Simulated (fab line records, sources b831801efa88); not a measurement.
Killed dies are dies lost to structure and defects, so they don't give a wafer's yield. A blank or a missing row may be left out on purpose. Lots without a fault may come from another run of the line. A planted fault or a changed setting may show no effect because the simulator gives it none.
Problem report in the 8D (eight disciplines) form, filled by code | flow gf180mcu | the parts of the form that need people (team, actions taken, sign-off) are left out

1. THE PROBLEM
POLY_GATE_CVD_00_THK at GF_POLY_GATE_THK_MEAS_01 reads a mean of 149.9 nm on 9 wafers of 3 lots; wafers without a fault read 200.2 nm with a standard deviation of 2. That is -25 standard deviations from the usual mean.
First seen on wafer L383.1, day 11 14:54, on film_metro-03. The record holds 45 wafers of 15 lots with a number at this step. Rule for "out", or "out of limits": more than 4 standard deviations from the usual mean. The other wafers with a number count as sound.

2. WHAT IT IS AND WHAT IT IS NOT
question                    | is                                          | is not
which readings at this step | POLY_GATE_CVD_00_THK                        | -
which lots                  | L383, L384, L385                            | L372, L373, L374, L377, L379, L380, L382, L388, L392, L393, L394, L395
which wafers of those lots  | all that have a number                      | -
read on which gauges        | film_metro-01, film_metro-02, film_metro-03 | -
when                        | from day 11 14:54                           | up to then (21 sound wafers); but 15 sound wafers of L388, L392, L393, L394, L395 came after

3. SUSPECTS, AND WHAT RULES EACH OUT
Counting: a tool at a process step up to the reading stays a suspect if it ran every lot that is out and no sound lot after the first of them.
- the gauge at GF_POLY_GATE_THK_MEAS_01: ruled out. The wafers that are out were read on 3 gauges (film_metro-01, film_metro-02, film_metro-03).
- lpcvd-02 at GF_POLY_GATE_CVD_00 (deposits poly-Si, target thk 200 nm, time 1200 s): kept. It ran every lot that is out, first L383 (day 11 13:34), and no sound lot after that; its last sound lot up to then is L382 (day 11 04:34). Its own readings are out on those wafers: spike_tc_bottom_C, spike_tc_centre_C, spike_tc_lower_C, spike_tc_top_C, spike_tc_upper_C, susceptor_temp_C.
Left after counting: lpcvd-02 at GF_POLY_GATE_CVD_00.

4. THE CAUSE (what the simulator had put in)
Process parameter drift: lpcvd-02, from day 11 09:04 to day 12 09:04, at GF_POLY_GATE_CVD_00. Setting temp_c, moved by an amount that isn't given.
Counting left only this tool.

5. THE CHAIN OF EFFECTS, in route order
Each row: a reading whose mean over the struck wafers that have a number lies more than 3 standard deviations from the usual. Only readings for which the record gives a usual standard deviation are gone through. hours: the time from each lot's start at the first step in this table that gives one to its start at this step, as a median over the lots. sigmas: the change in usual standard deviations.
hours | step                     | reading              | usual      | on struck wafers | change | sigmas
0     | GF_POLY_GATE_CVD_00      | spike_tc_bottom_C    | 637.0 C    | 623.3            | -13.7  | -8.1
0     | GF_POLY_GATE_CVD_00      | spike_tc_centre_C    | 620.7 C    | 607.8            | -12.9  | -9.2
0     | GF_POLY_GATE_CVD_00      | spike_tc_lower_C     | 619.7 C    | 608.7            | -11.0  | -7.9
0     | GF_POLY_GATE_CVD_00      | spike_tc_top_C       | 638.6 C    | 627.6            | -11.0  | -6.9
0     | GF_POLY_GATE_CVD_00      | spike_tc_upper_C     | 619.2 C    | 608.0            | -11.2  | -8.0
0     | GF_POLY_GATE_CVD_00      | susceptor_temp_C     | 620.00 C   | 607.64           | -12.36 | -43
1     | GF_POLY_GATE_THK_MEAS_01 | POLY_GATE_CVD_00_THK | 200.2 nm   | 149.9            | -50.3  | -25
20    | GF_POLY_GATE_ETCH_13     | oes_product_au       | 0.984 a.u. | 0.814            | -0.170 | -24
The process steps in it:
- GF_POLY_GATE_CVD_00: deposits poly-Si, target thk 200 nm, time 1200 s.
- GF_POLY_GATE_ETCH_13: etches poly-Si in HBr/Cl2, stops on SiO2, target depth 198.5 nm, time 72.55 s.
Later measuring or inspecting steps at which every struck wafer that the step has a row for has a number for every such reading, and none has moved that far: GF_HV_LDD_OVL_MEAS_20.

6. WHAT WOULD HAVE CAUGHT IT SOONER
In this record the first reading out of limits at a measuring or inspecting step was taken at day 11 14:54, 6 hours after the fault began at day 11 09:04.
The tool's own readings at GF_POLY_GATE_CVD_00 were out on every struck wafer that the step has a row for (spike_tc_bottom_C, spike_tc_centre_C, spike_tc_lower_C, spike_tc_top_C, spike_tc_upper_C, susceptor_temp_C): an alarm limit on them would have fired on the first of those.
Of the lots that are out (3), L384, L385 began GF_POLY_GATE_CVD_00 on lpcvd-02 after day 11 14:54. A hold on the tool at that time would have spared those 2.
